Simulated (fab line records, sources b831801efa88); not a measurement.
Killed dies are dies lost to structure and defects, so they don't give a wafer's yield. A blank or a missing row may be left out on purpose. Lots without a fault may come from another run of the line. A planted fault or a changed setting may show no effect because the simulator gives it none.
One fault seen from 2 desks | flow sky130 | each desk has only its own numbers; what lay behind them comes last

THE TOOL OWNER'S DESK: litho_track-04
The tool's own readings at SKY_VT_ADJUST_LVTN_DEVELOP_06 (develop time 60 s): means of the sampled wafers that have a number, for each lot that ran on this tool. A lot is out of limits, marked OUT, if its mean lies more than 4 standard deviations from the usual mean; the brackets give that distance.
Columns: A = chill_plate_temp_C at SKY_VT_ADJUST_LVTN_DEVELOP_06, usual 23.00 C
lot  | first seen here | A
L159 | day 9 08:00     | 23.07
L163 | day 10 08:00    | 23.13
This desk's finding: nothing out of limits on any of the 2 lots.

THE METROLOGY DESK
What the gauges read, lot by lot, whatever tool the lot ran on: means of the sampled wafers that have a number. A lot is out of limits, marked OUT, if its mean lies more than 4 standard deviations from the usual mean; the brackets give that distance.
Columns: A = VT_ADJUST_LVTN_OVL at SKY_VT_ADJUST_LVTN_OVL_MEAS_07, usual -0.8 nm; B = cd_nm at SKY_POLY_GATE_CD_MEAS_22, usual 150.0 nm; C = LI_CONTACT_BOW at SKY_LI_CONTACT_BOW_MEAS_03, usual 54 um
lot  | first seen here | A    | B     | C
L151 | day 7 13:34     | 0.0  | 149.0 | 53
L153 | day 8 09:17     | -2.4 | 150.8 | 60
L154 | day 8 10:26     | -2.8 | 152.0 | 48
L160 | day 9 17:13     | -3.0 | 150.8 | 57
L161 | day 10 02:10    | 1.1  | 148.1 | 53
L165 | day 11 01:16    | -1.0 | 150.8 | 51
L166 | day 11 09:19    | -1.6 | 150.5 | 49
L167 | day 11 11:27    | 0.5  | 150.4 | 56
L171 | day 13 02:44    | -0.8 | 149.5 | 51
L172 | day 13 05:01    | -1.8 | 148.5 | 60
L173 | day 13 06:29    | 1.6  | 148.0 | 55
L159 | day 19 22:01    | -    | 149.8 | 58
L163 | day 21 07:50    | -    | 149.4 | 58
This desk's finding: nothing out of limits on any of the 13 lots.

PUT TOGETHER
The tool owner's desk saw nothing out of limits.
The metrology desk saw nothing out of limits.

WHAT THE SIMULATOR HAD PUT IN
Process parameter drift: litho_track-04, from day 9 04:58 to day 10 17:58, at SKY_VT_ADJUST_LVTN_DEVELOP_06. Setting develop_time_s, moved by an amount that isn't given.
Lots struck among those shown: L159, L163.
